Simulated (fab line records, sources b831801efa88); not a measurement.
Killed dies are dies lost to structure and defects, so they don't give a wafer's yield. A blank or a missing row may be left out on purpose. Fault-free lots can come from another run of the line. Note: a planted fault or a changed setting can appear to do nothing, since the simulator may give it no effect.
What tool caused it?	flow gf180mcu	39 wafers from 13 lots sampled at 5 of the route's 602 steps

WHAT EACH GAUGE READ, for each wafer
GF_STI_THK_MEAS_04. Usual: STI_CVD_03_THK typically reads 207.2 nm, with standard deviation 1.6.
lot	measured	on	STI_CVD_03_THK (nm)	flag
L736	day 1 13:34	film metro-03	210.5 209.4 210.1	
L738	day 2 01:08	film metro-02	207.5 208.5 206.6	
L739	day 2 04:34	film metro-04	205.8 206.4 206.4	
L740	day 2 10:55	film metro-03	207.5 206.5 206.9	
L741	day 2 14:34	film metro-04	208.6 210.0 208.9	
L743	day 3 00:44	film metro-03	236.4 237.2 235.5	OFF
L744	day 3 05:34	film metro-03	204.8 206.8 204.2	
L745	day 3 11:56	film metro-02	234.6 233.5 231.4	OFF
L746	day 3 16:17	film metro-02	235.8 235.9 237.2	OFF
L756	day 5 19:35	film metro-03	207.0 207.0 206.4	
L757	day 5 23:59	film metro-02	206.6 207.8 208.0	
L758	day 6 04:36	film metro-02	209.3 207.8 207.9	
L759	day 6 08:35	film metro-02	208.1 207.6 207.6	

GF_M2_OVL_MEAS_15. Usual: M2_OVL typically reads 3 nm, with standard deviation 5.5.
lot	measured	on	M2_OVL (nm)	flag
L736	day 18 23:47	overlay-01	-2 -1 2	
L738	day 19 23:26	overlay-01	0 -4 0	
L739	day 20 11:44	overlay-01	-1 7 5	
L740	day 20 17:14	overlay-02	7 3 9	
L741	day 21 02:32	overlay-02	-8 -3 -6	
L743	day 21 22:36	overlay-02	4 2 5	
L744	day 22 15:41	overlay-02	11 4 7	
L745	day 23 13:17	overlay-02	9 -1 12	
L746	day 23 15:50	overlay-02	7 -3 5	
L756	day 26 05:58	overlay-01	3 5 -3	
L757	day 26 15:14	overlay-02	14 12 6	
L758	day 26 23:02	overlay-02	1 -2 -4	
L759	day 27 03:15	overlay-02	-3 2 -11	

GF_V3_OVL_MEAS_15. Usual: V3_OVL typically reads -1 nm, with standard deviation 5.4.
lot	measured	on	V3_OVL (nm)	flag
L736	day 22 04:58	overlay-02	-5 -1 -9	
L738	day 23 02:07	overlay-02	-1 -12 3	
L739	day 23 14:11	overlay-01	3 4 9	
L740	day 23 19:53	overlay-01	-4 0 -8	
L741	day 24 04:29	overlay-02	-7 0 -10	
L743	day 24 23:50	overlay-02	1 -3 7	
L744	day 25 15:41	overlay-01	11 -4 1	
L745	day 26 10:35	overlay-02	0 -7 -2	
L746	day 26 12:32	overlay-01	-7 -6 -14	
L756	day 28 22:17	overlay-01	10 7 -2	
L757	day 29 06:23	overlay-01	-3 -2 -12	
L758	day 29 13:38	overlay-01	-4 -4 -2	
L759	day 29 18:29	overlay-02	-7 -5 -5	

WHAT TOOL EACH LOT RAN ON (gives the tool, then ch and the chambers of the sampled wafers, and finally the start)
lot	GF_STI_CVD_03	GF_STI_ETCH_13
L736	lpcvd-01 ch 0, day 1 11:34	rie diel-04 ch 1,3, day 2 01:35
L738	lpcvd-01 ch 0, day 1 22:10	rie diel-01 ch 2,3, day 2 13:17
L739	lpcvd-02 ch 0, day 2 02:34	rie diel-02 ch 0,2,3, day 2 16:23
L740	lpcvd-02 ch 0, day 2 08:56	rie diel-01 ch 0,2,3, day 2 23:04
L741	lpcvd-01 ch 0, day 2 12:34	rie diel-01 ch 0,1, day 3 02:37
L743	lpcvd-02 ch 0, day 2 22:44	rie diel-02 ch 0,1,2, day 3 13:17
L744	lpcvd-01 ch 0, day 3 03:34	rie diel-01 ch 1,2,3, day 3 18:19
L745	lpcvd-02 ch 0, day 3 09:56	rie diel-04 ch 0,1,3, day 4 01:08
L746	lpcvd-02 ch 0, day 3 14:17	rie diel-01 ch 0,2,3, day 4 05:32
L756	lpcvd-01 ch 0, day 5 16:36	rie diel-02 ch 0,3, day 6 10:37
L757	lpcvd-01 ch 1, day 5 21:00	rie diel-02 ch 0,1,2, day 6 14:47
L758	lpcvd-01 ch 1, day 6 01:37	rie diel-04 ch 2,3, day 6 20:02
L759	lpcvd-02 ch 1, day 6 06:34	rie diel-02 ch 0,1,3, day 6 23:11
- GF_STI_CVD_03: deposits Si3N4 from DCS/NH3, target thk 207.16 nm, time 3551 s.
- GF_STI_ETCH_13: etches the open film in CHF3/O2, stops on Si, target depth 282.31 nm, time 112.9 s.

WHAT THE TOOLS THEMSELVES READ (means of the sampled wafers that have a number; where no wafer has one, the mark that the record gives instead)
GF_STI_ETCH_13. Usual: drypump motor current A 5.9 A, standard deviation 0.55; oes product au 0.832 a.u., standard deviation 0.0059; throttle valve pct 8.809 %, standard deviation 0.0097.
lot	tool	drypump motor current A (A)	oes product au (a.u.)	throttle valve pct (%)	flag
L736	rie diel-04	4.8	0.836	8.809	
L738	rie diel-01	6.2	0.831	8.808	
L739	rie diel-02	5.5	0.832	8.808	
L740	rie diel-01	6.2	0.835	8.812	
L741	rie diel-01	6.2	0.837	8.808	
L743	rie diel-02	5.9	0.895	8.829	OFF
L744	rie diel-01	6.4	0.832	8.816	
L745	rie diel-04	5.3	0.888	8.826	OFF
L746	rie diel-01	6.2	0.899	8.833	OFF
L756	rie diel-02	5.4	0.834	8.807	
L757	rie diel-02	5.9	0.831	8.805	
L758	rie diel-04	5.5	0.834	8.803	
L759	rie diel-02	5.8	0.830	8.800	

THE ANSWER, worked out from the rows above alone
Rule: a lot counts as off when the mean over its wafers that have a number is more than 3 standard deviations away from the usual mean. A lot without any number at a reading at which 4 lots or more have one is off too. Any other lot the step has rows for is counted as sound. First the gauges in route order, then the tools' own readings, where a lot's mean is used as printed above. The first step at which some lot is off is used, and at that step the reading that is off furthest; a lot without a number counts as furthest.
Off: at GF_STI_THK_MEAS_04 (STI_CVD_03_THK), L743, L745, L746.
If a tool, at a process step before that reading, ran all the lots that are off and no sound lot after the first of them, it fits. The gauges at GF_STI_THK_MEAS_04 aren't tried: what is off there is off at GF_STI_ETCH_13 too, on other tools, and a gauge's error can't cause that. No candidate that was tried fits.

WHAT WAS PUT IN BY THE SIMULATOR
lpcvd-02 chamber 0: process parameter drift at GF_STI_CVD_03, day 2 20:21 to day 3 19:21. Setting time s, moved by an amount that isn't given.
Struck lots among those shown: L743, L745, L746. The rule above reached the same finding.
